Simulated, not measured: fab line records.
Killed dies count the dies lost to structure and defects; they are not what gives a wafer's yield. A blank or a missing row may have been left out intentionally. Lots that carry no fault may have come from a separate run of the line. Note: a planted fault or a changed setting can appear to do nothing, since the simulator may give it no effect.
A lot that was struck, set against a sound lot	flow gf180mcu	14 steps out of a route of 602
Sound: the wafers L386.1, L386.4, L386.5. Struck: wafers L377.1, L377.2, L377.4. The cause is named last.
Each step with rows lists, per side, the tool, then ch with its chambers, then its first start. Under that, the readings that differ: sound wafers	struck wafers	difference of the means	sigmas: that difference in standard deviations of wafers without a fault.
alike: same words and numbers on both sides, and readings whose means sit less than 2 such deviations apart. not compared: any withheld reading, any reading some wafer has no value for, any bound like >300 that may hide the same value, and any number with overlapping values for which the record gives no deviation.
A row with sigmas, a row that says differs or no value, or rows on one side alone: a step with any of these is where the two part. Numbers that have no deviation but don't overlap get no sigmas and don't part them. A reading missing from all wafers of one side parts the sides only when that side holds two or more wafers.

first, 1 step without rows for these wafers: GF_V1_CVD_00 (deposits SiO2, target thk 600 nm, time 100 s).
GF_V1_THK_MEAS_01:
  sound on film_metro-03, day 24 11:24; struck on film_metro-04, day 21 17:28
  alike: V1_CVD_00_THK
GF_V1_CVD_02: deposits SiO2 from TEOS, target thk 850 nm, time 94.851 s.
  sound on pecvd-04 ch 0,1, day 24 11:28; struck on pecvd-01 ch 0,1,2, day 21 17:31
  alike: heater_power_w
GF_V1_THK_MEAS_03:
  sound on film_metro-01, day 24 11:32; struck on film_metro-01, day 21 17:35
  alike: V1_CVD_02_THK
GF_V1_CMP_04: polishes SiO2.
  sound on cmp-02 ch 0,1,2, day 24 11:41; struck on cmp-01 ch 0,2,3, day 21 17:38
  alike: motor_current_A, time_to_endpoint_s
GF_V1_BOW_MEAS_05:
  sound on film_metro-03, day 24 11:53; struck on film_metro-01, day 21 17:56
  alike: V1_BOW
then, 6 steps without rows for these wafers: GF_V1_DEHYDRATE_06 (time 60 s); GF_V1_HMDS_07 (prime time 60 s); GF_V1_COAT_08; GF_V1_COAT_09 (resist thk 1000 nm); GF_V1_SOFTBAKE_10 (time 60 s); GF_V1_EXPOSE_11 (exposes mask Via1, target cd 260 nm).
GF_V1_PEB_12: peb time 90 s.
  sound on litho_track-04 ch 0, day 25 08:14; struck on litho_track-03, day 22 17:14
  no value came back on the struck wafers for chill_plate_temp_C (C), exhaust_pa (Pa); on the sound wafers chill_plate_temp_C (C) reads 22.96 23.26 22.96
then, 1 step without rows for these wafers: GF_V1_DEVELOP_13 (develop time 60 s).

WHERE THEY PART
At GF_V1_PEB_12 and nowhere else, as far as this record goes.

WHY: what the simulator had put in
Step skipped in full: litho_track-03, at GF_V1_PEB_12, from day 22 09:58 onward. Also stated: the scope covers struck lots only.
